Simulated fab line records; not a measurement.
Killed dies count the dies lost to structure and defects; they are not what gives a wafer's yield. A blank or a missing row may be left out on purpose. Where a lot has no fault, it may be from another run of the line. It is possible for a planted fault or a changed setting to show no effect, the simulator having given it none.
fab line records | flow sky130
record: lots: 12 wafers: 36 last-day: 50
route steps=708 shown METAL1@453 VIA4@640 METAL5@665 PAD_OPEN@708
lots that met no fault: taken from a fault-free run of the same line
start-h: hours from the record's first day to the start of the lot's first wafer shown | wait-h: how many hours have passed since the lot's step before this one | " identical to the entry in the row above | L1.1+2: a single row standing in for several wafers | - value missing, or start not given | * or withheld: withheld | < > ~ a bound
route shown NAME@n: a module of which the file shows steps, and the number in the route of the first | usual: the fault-free wafers' mean and standard deviation | same: alike in all rows | chamber/n: place in a boat | sites: each site's reading | _std_site: the standard deviation of these | _edge_site: mean of outer sites minus mean of inner sites | radius-mm: how far each site lies from the wafer's centre | mask NAME#n: copy n | behind: the last tool/chamber to shape the wafer | hold: why the lot went on hold/how many hours it stayed there/how the hold came to an end | device: the transistor (n, p or np) that didn't switch | end of line: the tests these same wafers got at the end of their route | step lacking rows: just its recipe | killed: count of dies lost to structure and defects at first sort (not the wafer's yield) | map: the dies of a wafer, with x for killed, . for not killed, _ for no die there
set.NAME: the run value of the setting; set.NAME@STEP: its run value at that earlier step | model.NAME: the simulator's own value behind a step, which no gauge read
route steps across a sampled set of lots; one table per step, one row per wafer
services: when a tool's chamber went out of use (start-h, in hours from the record's first day, below 0 if earlier), for how many hours, and the reason
== steps ==
step: SKY_METAL1_METAL_ETCH_19
recipe: target-depth-a: 3600 stop-on: SiO2 over-etch-frac: 0.3 time-s: 78 chemistry: Cl2/BCl3 resist-sidewall-deg: 88 pressure-mtorr: 10 icp-w: 900 bias-w: 48.5 Cl2_flow_sccm: 60 bcl3-flow-sccm: 30
usual: drypump-motor-current-A: 5.7/0.37 mfc-cl2-sccm: 59.99/0.15 oes-product-au: 0.854/0.006 throttle-valve-pct: 22.265/0.0096
columns lot.wafer tool chamber start-h wait-h drypump-motor-current-A mfc-cl2-sccm oes-product-au rf-hours-counter-h throttle-valve-pct
L714.1 rie-metal-04 0 779.10 0.0 6.2 60.00 0.846 10 22.277
L714.2 " 1 " " 5.2 60.06 0.842 6 22.273
L714.3 " 1 " " 5.2 59.99 0.844 - 22.258
L715.1 rie-metal-04 0 782.85 0.0 6.2 59.97 0.855 10 22.260
L715.2 " 1 " " 5.2 60.09 0.856 6 22.250
L715.4 " 1 " " 5.2 60.07 0.859 - 22.244
L716.3 rie-metal-01 1 788.17 0.1 5.3 60.05 0.856 - 22.266
L716.5 " 1 " " 5.3 60.27 0.855 - 22.264
L716.6 " 0 " " 5.8 60.07 0.853 - 22.258
L718.2 rie-metal-01 1 800.51 0.0 5.3 60.40 0.857 10 22.260
L718.4 " 0 " " 5.8 59.99 0.855 - 22.267
L718.5 " 1 " " 5.3 60.07 0.862 - 22.273
L717.1 rie-metal-01 0 810.96 0.0 5.8 59.80 0.856 14 22.256
L717.3 " 0 " " 5.8 59.97 0.857 - 22.280
L717.4 " 1 " " 5.3 59.86 0.855 - 22.280
L719.2 rie-metal-01 0 823.00 0.0 5.8 60.02 0.858 14 22.273
L719.4 " 1 " " 5.3 59.90 0.863 - 22.274
L719.5 " 0 " " 5.8 60.03 0.865 - 22.245
L722.3 rie-metal-01 1 846.44 0.1 5.3 60.01 0.856 - 22.257
L722.4 " 1 " " 5.3 59.97 0.861 - 22.249
L722.6 " 1 " " 5.3 60.03 0.859 - 22.260
L723.3 rie-metal-01 1 860.07 0.1 5.3 59.64 0.851 - 22.263
L723.4 " 0 " " 5.8 59.89 0.847 - 22.271
L723.6 " 1 " " 5.3 59.95 0.853 - 22.272
L725.1 rie-metal-01 1 864.67 0.0 5.3 60.32 0.849 13 22.263
L725.2 " 0 " " 5.8 59.91 0.862 15 22.258
L725.6 " 1 " " 5.3 60.09 0.853 - 22.259
L726.1 rie-metal-04 0 871.34 0.0 6.2 60.27 0.844 13 22.262
L726.2 " 1 " " 5.2 60.11 0.852 9 22.253
L726.6 " 0 " " 6.2 59.87 0.850 - 22.269
L734.2 rie-metal-04 0 914.65 0.0 6.2 60.07 0.864 15 22.277
L734.3 " 0 " " 6.2 59.99 0.859 - 22.247
L734.6 " 1 " " 5.1 60.07 0.854 - 22.257
L735.1 rie-metal-04 1 923.02 0.0 5.2 59.73 0.844 11 22.265
L735.3 " 0 " " 6.2 59.82 0.843 - 22.253
L735.5 " 0 " " 6.2 59.72 0.850 - 22.267
step: SKY_VIA4_THK_MEAS_01
recipe: reads: SiO2_of_VIA4_HDPCVD_00
usual: VIA4_HDPCVD_THK: 1755/17
columns lot.wafer tool chamber start-h wait-h VIA4_HDPCVD_THK[nm]
L714.1 film-metro-02 - 989.35 0.1 1753
L714.2 " - " " 1738
L714.3 " - " " 1765
L715.1 film-metro-03 - 995.69 0.1 1750
L715.2 " - " " 1770
L715.4 " - " " 1740
L716.3 film-metro-03 - 997.19 0.1 1768
L716.5 " - " " 1760
L716.6 " - " " 1772
L718.2 film-metro-03 - 1006.87 0.1 1745
L718.4 " - " " 1791
L718.5 " - " " 1766
L717.1 film-metro-02 - 1020.71 0.1 1748
L717.3 " - " " 1770
L717.4 " - " " 1743
L719.2 film-metro-02 - 1031.05 0.1 1784
L719.4 " - " " 1777
L719.5 " - " " 1748
L722.3 film-metro-02 - 1050.84 0.1 1734
L722.4 " - " " 1753
L722.6 " - " " 1739
L723.3 film-metro-03 - 1060.97 0.1 1764
L723.4 " - " " 1754
L723.6 " - " " 1758
L725.1 film-metro-04 - 1065.90 0.1 1775
L725.2 " - " " 1774
L725.6 " - " " 1779
L726.1 film-metro-04 - 1073.02 0.1 1737
L726.2 " - " " 1750
L726.6 " - " " 1774
L734.2 film-metro-04 - 1107.33 0.1 1747
L734.3 " - " " 1724
L734.6 " - " " 1761
L735.1 film-metro-03 - 1113.51 0.1 1740
L735.3 " - " " 1749
L735.5 " - " " 1765
step: SKY_VIA4_CMP_02
recipe: material: SiO2 down-force-psi: 4 platen-rpm: 60 pad-velocity-m-s: 0.94248
usual: motor-current-A: 12.3/0.97 platen-rpm: 60.00/0.039
columns lot.wafer tool chamber start-h wait-h motor-current-A platen-rpm
L714.3 cmp-01 1 989.46 0.1 11.1 60.03
L714.2 " 2 " " 11.3 59.92
L714.1 " 3 " " 10.5 60.03
L715.2 cmp-01 0 995.75 0.0 13.4 59.99
L715.4 " 2 " " 11.2 60.02
L715.1 " 3 " " 10.7 60.03
L716.3 cmp-02 3 997.28 0.1 12.7 60.00
L716.5 " 2 " " 13.1 60.00
L716.6 " 3 " " 12.0 59.88
L718.2 cmp-01 3 1006.97 0.1 11.2 60.06
L718.4 " 1 " " 11.0 59.90
L718.5 " 2 " " 11.8 59.91
L717.1 cmp-02 2 1020.77 0.1 12.6 59.98
L717.4 " 0 " " 12.3 59.97
L717.3 " 1 " " 13.7 60.00
L719.2 cmp-02 1 1031.10 0.0 13.3 60.02
L719.4 " 3 " " 12.2 59.95
L719.5 " 2 " " 12.7 59.98
L722.4 cmp-02 1 1051.05 0.2 14.0 60.09
L722.3 " 2 " " 13.1 60.06
L722.6 " 2 " " 13.2 60.00
L723.3 cmp-01 1 1061.01 0.0 10.8 59.93
L723.4 " 0 " " 13.0 60.01
L723.6 " 1 " " 10.9 59.98
L725.2 cmp-02 1 1066.17 0.2 13.7 59.98
L725.1 " 2 " " 13.0 60.03
L725.6 " 3 " " 12.4 60.00
L726.2 cmp-01 0 1073.13 0.1 13.7 60.00
L726.1 " 1 " " 10.6 59.98
L726.6 " 3 " " 10.8 60.00
L734.2 cmp-01 1 1107.38 0.0 10.7 60.06
L734.3 " 2 " " 11.2 60.03
L734.6 " 1 " " 10.7 60.00
L735.3 cmp-01 1 1113.62 0.1 11.1 59.98
L735.1 " 2 " " 11.3 60.02
L735.5 " 0 " " 13.4 59.97
step: SKY_METAL5_SPUTTER_04
recipe: material: TiN target-thk-nm: 70 power-w: 6500 time-s: 58.3 chamber-pressure-pa: 0.4
usual: throttle-valve-pct: 29.9/1.1
columns lot.wafer tool chamber start-h wait-h throttle-valve-pct
L714.1 pvd-sputter-04 - 1013.42 0.0 29.1
L714.2 " - " " 31.8
L714.3 " - " " 28.7
L715.1 pvd-sputter-04 - 1020.40 0.0 28.3
L715.2 " - " " 28.5
L715.4 " - " " 31.8
L716.3 pvd-sputter-04 - 1022.35 0.0 28.6
L716.5 " - " " 28.4
L716.6 " - " " 28.6
L718.2 pvd-sputter-03 - 1031.62 0.0 29.8
L718.4 " - " " 28.4
L718.5 " - " " 28.1
L717.1 pvd-sputter-03 - 1045.67 0.0 29.8
L717.3 " - " " 30.5
L717.4 " - " " 28.4
L719.2 pvd-sputter-04 - 1054.82 0.0 28.3
L719.4 " - " " 28.5
L719.5 " - " " 28.7
L722.3 pvd-sputter-04 - 1074.96 0.0 28.5
L722.4 " - " " 29.1
L722.6 " - " " 28.4
L723.3 pvd-sputter-03 - 1083.64 0.0 30.7
L723.4 " - " " 31.4
L723.6 " - " " 28.2
L725.1 pvd-sputter-03 - 1090.39 0.0 28.5
L725.2 " - " " 30.5
L725.6 " - " " 31.2
L726.1 pvd-sputter-03 - 1095.46 0.0 30.9
L726.2 " - " " 31.2
L726.6 " - " " 29.4
L734.2 pvd-sputter-02 - 1129.41 0.0 30.1
L734.3 " - " " 29.1
L734.6 " - " " 29.0
L735.1 pvd-sputter-02 - 1135.44 0.0 29.9
L735.3 " - " " 31.5
L735.5 " - " " 29.4
step: SKY_PAD_OPEN_PROBE_99
usual: defect-limited-yield: 82.5/1.9 killed_at_M0_to_M3: 43/6.8 killed_at_M4_up: 3.2/1.8 killed-at-contacts: 24/6.2 killed-at-front-end: 15/4.7 killed-at-other: 0.4/0.63 killed-dies: 86/9.6 killed-open: 47/6.9 killed-short: 39/6.3 sort_bin_3_pad_short: 0.9/0.46 sort_bin_5_function: 10.5/1.5 sort_bin_6_memory: 6.1/1.1 sort-n-pass: 406/9.6 sort-yield-pct: 82.5/1.9
same: gross-dies: 492 killed-at-back-side: 0 sort_bin_4_leakage[%]: 0 sort_bin_8_speed[%]: 0
columns lot.wafer tool chamber start-h wait-h hold defect-limited-yield[%] killed_at_M0_to_M3 killed_at_M4_up killed-at-contacts killed-at-front-end killed-at-other killed-dies killed-open killed-short sort_bin_3_pad_short[%] sort_bin_5_function[%] sort_bin_6_memory[%] sort-n-pass sort-yield-pct[%]
L714.1 prober-02 - 1080.48 0.1 - 82.5 41 2 27 16 0 86 51 34 1.0 10.4 6.1 406 82.5
L714.2 prober-02 - 1080.53 0.1 - 79.9 51 4 22 22 0 99 58 41 0.8 14.0 5.3 393 79.9
L714.3 prober-02 - 1080.58 0.2 - 82.7 39 1 27 18 0 85 50 34 0.8 11.2 5.3 407 82.7
L715.1 prober-01 - 1087.86 0.1 - 82.9 28 3 34 19 0 84 48 35 1.0 8.5 7.5 408 82.9
L715.2 prober-01 - 1087.91 0.1 - 79.3 61 3 24 13 1 102 54 45 1.0 11.8 7.9 390 79.3
L715.4 prober-01 - 1088.01 0.2 - 78.7 43 6 32 22 2 105 55 48 1.6 12.6 7.1 387 78.7
L716.3 prober-02 - 1091.11 0.2 - 85.2 47 0 17 8 1 73 45 28 1.2 9.1 4.5 419 85.2
L716.5 prober-02 - 1091.21 0.2 - 85.0 41 2 26 5 0 74 49 25 1.2 9.3 4.5 418 85.0
L716.6 prober-02 - 1091.26 0.2 - 83.9 49 0 21 8 1 79 43 35 0.8 11.8 3.5 413 83.9
L718.2 prober-01 - 1099.54 0.1 - 81.1 45 5 23 20 0 93 46 46 1.8 12.0 5.1 399 81.1
L718.4 prober-01 - 1099.64 0.2 - 82.5 36 4 33 13 0 86 49 37 0.6 8.9 7.9 406 82.5
L718.5 prober-01 - 1099.69 0.2 - 84.3 38 0 25 14 0 77 46 31 1.0 10.8 3.9 415 84.3
L717.1 prober-02 - 1112.03 0.1 - 81.5 46 2 29 13 1 91 49 40 1.2 11.6 5.7 401 81.5
L717.3 prober-02 - 1112.13 0.2 - 82.9 51 3 15 15 0 84 47 37 1.2 10.4 5.5 408 82.9
L717.4 prober-02 - 1112.18 0.2 - 81.1 36 5 30 22 0 93 52 40 1.8 10.6 6.5 399 81.1
L719.2 prober-01 - 1119.08 0.1 - 80.9 49 3 26 16 0 94 62 32 1.0 10.4 7.7 398 80.9
L719.4 prober-01 - 1119.18 0.2 - 82.9 42 3 25 13 1 84 43 40 1.4 11.0 4.7 408 82.9
L719.5 prober-01 - 1119.23 0.2 - 82.1 43 4 25 16 0 88 52 36 0.8 10.8 6.3 404 82.1
L722.3 prober-02 - 1139.52 0.2 - 82.1 38 2 26 22 0 88 50 38 0.6 11.4 5.9 404 82.1
L722.4 prober-02 - 1139.57 0.2 - 77.6 45 2 37 26 0 110 54 56 1.4 13.2 7.7 382 77.6
L722.6 prober-02 - 1139.67 0.2 - 81.5 45 8 21 16 1 91 44 47 0.6 12.0 5.9 401 81.5
L723.3 prober-01 - 1146.24 0.2 - 80.5 56 5 23 12 0 96 54 42 0.6 12.8 6.1 396 80.5
L723.4 prober-01 - 1146.29 0.2 - 80.9 50 3 26 15 0 94 56 38 0.6 11.4 7.1 398 80.9
L723.6 prober-01 - 1146.39 0.2 - 83.3 42 4 22 13 1 82 39 43 0.8 8.7 7.1 410 83.3
L725.1 prober-01 - 1153.25 0.1 - 81.5 45 6 31 9 0 91 48 42 1.6 12.4 4.5 401 81.5
L725.2 prober-01 - 1153.30 0.1 - 79.9 56 2 29 11 1 99 60 38 0.4 13.4 6.3 393 79.9
L725.6 prober-01 - 1153.50 0.2 - 83.5 52 3 17 9 0 81 42 39 1.6 8.7 6.1 411 83.5
L726.1 prober-02 - 1156.86 0.1 - 81.1 51 3 22 17 0 93 49 44 1.0 12.4 5.5 399 81.1
L726.2 prober-02 - 1156.91 0.1 - 84.1 47 4 21 6 0 78 46 32 1.6 7.5 6.7 414 84.1
L726.6 prober-02 - 1157.11 0.2 - 84.1 34 5 17 21 1 78 44 34 1.0 10.0 4.9 414 84.1
L734.2 prober-02 - 1185.06 0.1 await-dispo/3.2h/release 81.5 43 3 29 15 1 91 40 51 1.2 10.8 6.5 401 81.5
L734.3 prober-02 - 1185.11 0.2 await-dispo/3.2h/release 79.1 60 5 28 10 0 103 64 39 1.0 12.2 7.7 389 79.1
L734.6 prober-02 - 1185.26 0.2 await-dispo/3.2h/release 76.2 80 5 21 11 0 117 38 38 2.4 14.6 6.7 375 76.2
L735.1 prober-01 - 1191.73 0.1 await-dispo/3.7h/release 80.3 60 1 23 13 0 97 38 29 1.4 13.2 5.1 395 80.3
L735.3 prober-01 - 1191.83 0.2 await-dispo/3.7h/release 82.1 42 4 33 9 0 88 46 42 0.6 11.4 5.9 404 82.1
L735.5 prober-01 - 1191.93 0.2 await-dispo/3.7h/release 85.0 31 5 26 11 1 74 43 30 0.4 8.5 6.1 418 85.0
killed by level:class
L714.1 LI_CONTACT:geometric-particle:open=11 CONTACT:geometric-particle:open=10 METAL1:geometric-particle:short=8 VIA1:geometric-particle:open=8 VIA2:geometric-particle:open=8 FIELD_ISO:geometric-particle:open=4 FIELD_ISO:geometric-particle:short=4 VIA1:geometric-particle:short=4
L714.2 VIA1:geometric-particle:open=17 LI_CONTACT:geometric-particle:open=11 VIA1:geometric-particle:short=9 METAL2:geometric-particle:short=7 FIELD_ISO:geometric-particle:short=6 CONTACT:geometric-particle:open=6 VIA2:geometric-particle:open=6 POLY_GATE:geometric-particle:open=5
L714.3 CONTACT:geometric-particle:open=14 VIA1:geometric-particle:open=11 POLY_GATE:geometric-particle:open=5 LI_CONTACT:geometric-particle:open=5 VIA1:geometric-particle:short=5 VIA2:geometric-particle:open=5 METAL2:geometric-particle:short=5 FIELD_ISO:geometric-particle:short=4
L715.1 CONTACT:geometric-particle:open=12 LI_CONTACT:geometric-particle:open=10 POLY_GATE:geometric-particle:open=7 VIA3:geometric-particle:open=7 FIELD_ISO:geometric-particle:short=6 CONTACT:geometric-particle:short=6 METAL2:geometric-particle:short=5 VIA1:geometric-particle:short=4
L715.2 VIA3:geometric-particle:open=12 VIA1:geometric-particle:open=11 CONTACT:geometric-particle:open=8 VIA1:geometric-particle:short=7 VIA2:geometric-particle:short=7 LI_CONTACT:geometric-particle:open=6 METAL2:geometric-particle:short=5 VIA2:geometric-particle:open=5
L715.4 VIA1:geometric-particle:open=12 CONTACT:geometric-particle:open=11 CONTACT:geometric-particle:short=8 POLY_GATE:geometric-particle:open=7 FIELD_ISO:geometric-particle:short=5 POLY_GATE:geometric-particle:short=5 VIA3:geometric-particle:open=5 LI_CONTACT:geometric-particle:open=5
L716.3 VIA1:geometric-particle:open=15 LI_CONTACT:geometric-particle:open=6 CONTACT:geometric-particle:open=6 VIA2:geometric-particle:open=5 METAL2:geometric-particle:short=5 METAL1:geometric-particle:short=4 VIA3:geometric-particle:open=4 VIA1:geometric-particle:short=3
L716.5 LI_CONTACT:geometric-particle:open=11 VIA1:geometric-particle:open=9 VIA3:geometric-particle:open=9 CONTACT:geometric-particle:open=8 VIA1:geometric-particle:short=6 VIA2:geometric-particle:open=5 LI_CONTACT:geometric-particle:short=3 METAL1:geometric-particle:open=3
L716.6 VIA1:geometric-particle:open=15 VIA2:geometric-particle:open=7 LOCAL_INTERCONNECT:geometric-particle:short=6 VIA3:geometric-particle:open=6 METAL2:geometric-particle:short=5 LI_CONTACT:geometric-particle:open=4 CONTACT:geometric-particle:short=4 CONTACT:geometric-particle:open=4
L718.2 METAL2:geometric-particle:short=12 VIA2:geometric-particle:open=9 LI_CONTACT:geometric-particle:open=8 VIA1:geometric-particle:open=7 POLY_GATE:geometric-particle:open=6 POLY_GATE:geometric-particle:short=6 LOCAL_INTERCONNECT:geometric-particle:short=6 CONTACT:geometric-particle:open=4
L718.4 CONTACT:geometric-particle:open=12 VIA1:geometric-particle:open=10 LOCAL_INTERCONNECT:geometric-particle:short=8 VIA3:geometric-particle:open=6 LI_CONTACT:geometric-particle:open=5 CONTACT:geometric-particle:short=5 VIA2:geometric-particle:open=5 METAL2:geometric-particle:short=4
L718.5 CONTACT:geometric-particle:open=12 VIA1:geometric-particle:open=12 VIA3:geometric-particle:open=7 METAL2:geometric-particle:short=6 LOCAL_INTERCONNECT:geometric-particle:short=5 VIA2:geometric-particle:open=4 FIELD_ISO:geometric-particle:open=3 FIELD_ISO:geometric-particle:short=3
L717.1 VIA1:geometric-particle:open=15 CONTACT:geometric-particle:open=9 LI_CONTACT:geometric-particle:open=8 METAL1:geometric-particle:short=8 CONTACT:geometric-particle:short=5 VIA1:geometric-particle:short=4 METAL2:geometric-particle:short=4 VIA2:geometric-particle:short=4
L717.3 VIA3:geometric-particle:open=9 METAL2:geometric-particle:short=7 CONTACT:geometric-particle:open=6 VIA1:geometric-particle:open=6 VIA2:geometric-particle:open=6 FIELD_ISO:geometric-particle:open=5 LI_CONTACT:geometric-particle:open=5 VIA1:geometric-particle:short=5
L717.4 CONTACT:geometric-particle:open=12 VIA1:geometric-particle:open=9 POLY_GATE:geometric-particle:open=6 METAL2:geometric-particle:short=5 CONTACT:geometric-particle:short=5 LI_CONTACT:geometric-particle:open=5 POLY_GATE:geometric-particle:short=4 VIA4:geometric-particle:open=4
L719.2 VIA1:geometric-particle:open=18 LI_CONTACT:geometric-particle:open=9 CONTACT:geometric-particle:open=9 VIA1:geometric-particle:short=6 FIELD_ISO:geometric-particle:open=5 METAL1:geometric-particle:short=5 VIA3:geometric-particle:short=5 VIA3:geometric-particle:open=5
L719.4 VIA2:geometric-particle:open=11 METAL1:geometric-particle:short=8 VIA1:geometric-particle:open=8 CONTACT:geometric-particle:open=7 LI_CONTACT:geometric-particle:short=6 CONTACT:geometric-particle:short=6 LI_CONTACT:geometric-particle:open=5 VIA1:geometric-particle:short=4
L719.5 CONTACT:geometric-particle:open=12 VIA1:geometric-particle:open=12 LI_CONTACT:geometric-particle:open=7 POLY_GATE:geometric-particle:open=6 VIA2:geometric-particle:open=6 VIA3:geometric-particle:open=5 POLY_GATE:geometric-particle:short=4 CONTACT:geometric-particle:short=4
L722.3 VIA3:geometric-particle:open=11 CONTACT:geometric-particle:open=10 FIELD_ISO:geometric-particle:open=7 POLY_GATE:geometric-particle:open=7 METAL1:geometric-particle:short=6 VIA1:geometric-particle:open=5 METAL2:geometric-particle:short=5 LI_CONTACT:geometric-particle:open=4
L722.4 CONTACT:geometric-particle:open=10 FIELD_ISO:geometric-particle:short=9 VIA1:geometric-particle:open=9 CONTACT:geometric-particle:short=8 FIELD_ISO:geometric-particle:open=7 LI_CONTACT:geometric-particle:open=7 METAL2:geometric-particle:short=6 LOCAL_INTERCONNECT:geometric-particle:short=6
L722.6 VIA3:geometric-particle:open=12 CONTACT:geometric-particle:short=7 METAL2:geometric-particle:short=7 VIA1:geometric-particle:open=6 CONTACT:geometric-particle:open=5 VIA1:geometric-particle:short=4 POLY_GATE:geometric-particle:open=4 POLY_GATE:geometric-particle:short=4
L723.3 VIA1:geometric-particle:open=13 CONTACT:geometric-particle:open=10 METAL3:geometric-particle:short=8 VIA3:geometric-particle:open=8 CONTACT:geometric-particle:short=5 VIA2:geometric-particle:open=5 VIA2:geometric-particle:short=5 LI_CONTACT:geometric-particle:open=4
L723.4 METAL2:geometric-particle:short=12 VIA1:geometric-particle:open=11 LI_CONTACT:geometric-particle:open=7 CONTACT:geometric-particle:open=7 FIELD_ISO:geometric-particle:open=6 CONTACT:geometric-particle:short=6 VIA3:geometric-particle:open=6 VIA2:geometric-particle:open=5
L723.6 VIA1:geometric-particle:open=11 CONTACT:geometric-particle:open=7 LI_CONTACT:geometric-particle:open=6 VIA3:geometric-particle:open=5 VIA1:geometric-particle:short=5 METAL1:geometric-particle:short=5 VIA2:geometric-particle:open=5 LI_CONTACT:geometric-particle:short=4
L725.1 LI_CONTACT:geometric-particle:open=9 VIA2:geometric-particle:open=9 CONTACT:geometric-particle:open=8 CONTACT:geometric-particle:short=7 METAL2:geometric-particle:short=6 VIA3:geometric-particle:open=5 VIA1:geometric-particle:open=5 METAL4:geometric-particle:short=5
L725.2 CONTACT:geometric-particle:open=12 VIA1:geometric-particle:open=11 METAL2:geometric-particle:short=11 METAL1:geometric-particle:short=9 LI_CONTACT:geometric-particle:open=8 VIA2:geometric-particle:open=8 VIA3:geometric-particle:open=4 POLY_GATE:geometric-particle:open=3
L725.6 VIA1:geometric-particle:open=11 METAL1:geometric-particle:short=7 VIA3:geometric-particle:open=7 VIA2:geometric-particle:open=6 CONTACT:geometric-particle:short=5 CONTACT:geometric-particle:open=4 VIA3:geometric-particle:short=4 METAL3:geometric-particle:short=4
L726.1 VIA1:geometric-particle:open=13 METAL2:geometric-particle:short=8 CONTACT:geometric-particle:open=8 LI_CONTACT:geometric-particle:open=7 VIA1:geometric-particle:short=7 POLY_GATE:geometric-particle:short=6 VIA3:geometric-particle:open=6 VIA2:geometric-particle:open=4
L726.2 VIA1:geometric-particle:open=10 LI_CONTACT:geometric-particle:open=7 CONTACT:geometric-particle:open=7 METAL1:geometric-particle:short=7 VIA3:geometric-particle:open=7 VIA2:geometric-particle:open=6 METAL2:geometric-particle:short=5 CONTACT:geometric-particle:short=4
L726.6 VIA1:geometric-particle:open=7 CONTACT:geometric-particle:open=6 VIA3:geometric-particle:open=6 FIELD_ISO:geometric-particle:open=5 POLY_GATE:geometric-particle:open=5 METAL2:geometric-particle:short=5 FIELD_ISO:geometric-particle:short=4 POLY_GATE:geometric-particle:short=4
L734.2 CONTACT:geometric-particle:open=12 CONTACT:geometric-particle:short=8 METAL1:geometric-particle:short=8 METAL2:geometric-particle:short=8 FIELD_ISO:geometric-particle:short=5 VIA2:geometric-particle:open=5 POLY_GATE:geometric-particle:open=5 VIA3:geometric-particle:open=5
L734.3 VIA1:geometric-particle:open=13 CONTACT:geometric-particle:open=11 VIA3:geometric-particle:open=11 LI_CONTACT:geometric-particle:open=9 VIA2:geometric-particle:open=9 METAL1:geometric-particle:short=7 VIA3:geometric-particle:short=6 METAL2:geometric-particle:short=4
L734.6 METAL1:unspecified=41 VIA1:geometric-particle:open=7 METAL2:geometric-particle:short=7 CONTACT:geometric-particle:open=6 VIA2:geometric-particle:open=6 CONTACT:geometric-particle:short=5 VIA3:geometric-particle:open=4 LI_CONTACT:geometric-particle:open=4
L735.1 METAL1:unspecified=30 VIA1:geometric-particle:open=10 CONTACT:geometric-particle:open=9 FIELD_ISO:geometric-particle:open=5 LI_CONTACT:geometric-particle:open=5 LI_CONTACT:geometric-particle:short=4 CONTACT:geometric-particle:short=4 METAL1:geometric-particle:short=4
L735.3 LI_CONTACT:geometric-particle:open=12 VIA1:geometric-particle:open=8 CONTACT:geometric-particle:short=7 CONTACT:geometric-particle:open=7 METAL2:geometric-particle:short=6 VIA3:geometric-particle:open=6 VIA2:geometric-particle:open=5 LOCAL_INTERCONNECT:geometric-particle:short=4
L735.5 LI_CONTACT:geometric-particle:open=10 CONTACT:geometric-particle:open=7 POLY_GATE:geometric-particle:open=6 VIA2:geometric-particle:open=6 VIA1:geometric-particle:open=6 LI_CONTACT:geometric-particle:short=5 METAL1:geometric-particle:short=5 METAL4:geometric-particle:short=4
== services ==
columns tool chamber start-h hours kind
rie-metal-01 1 756.07 12.2 repair
cmp-01 - 757.05 4.0 pm
cmp-02 - 761.05 9.3 pm
pvd-sputter-04 - 783.67 8.1 repair
rie-metal-04 - 787.46 0.1 repair
pvd-sputter-03 - 789.45 3.3 repair
cmp-02 - 822.07 1.0 repair
rie-metal-01 0 832.89 21.3 repair
rie-metal-04 - 835.32 0.7 repair
rie-metal-01 - 870.58 0.6 repair
pvd-sputter-04 - 883.74 1.3 repair
cmp-01 - 892.20 5.7 pm
cmp-02 - 903.60 1.4 repair
cmp-02 - 912.00 4.0 pm
cmp-02 - 932.93 0.9 repair
rie-metal-01 - 935.88 0.3 repair
cmp-01 - 939.52 1.2 repair
pvd-sputter-03 - 951.90 0.8 repair
cmp-01 - 957.95 0.5 repair
cmp-01 - 974.76 4.7 pm
cmp-01 - 982.68 4.8 repair
cmp-01 - 1021.69 1.3 repair
cmp-01 - 1023.76 2.2 repair
cmp-01 - 1097.27 4.0 pm
== key ==
first-sign: step: SKY_PAD_OPEN_PROBE_99 reading: killed_at_M0_to_M3 direction: up sigmas: 4 usual: 43 struck: 70
effect: step: SKY_PAD_OPEN_PROBE_99 reading: hold direction: added
met-at SKY_METAL1_METAL_ETCH_19
struck-lots L734,L735
struck-wafers L734.6,L735.1
not-acting-at SKY_VIA4_THK_MEAS_01,SKY_VIA4_CMP_02,SKY_METAL5_SPUTTER_04
onset-between 871.34 914.65
fault: kind: chamber-particle-source tool: rie-metal-04 chamber: 1 onset-h: 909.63 steps: SKY_METAL1_METAL_ETCH_19 rate-per-visit-cm2: 0.63775 end-h: 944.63
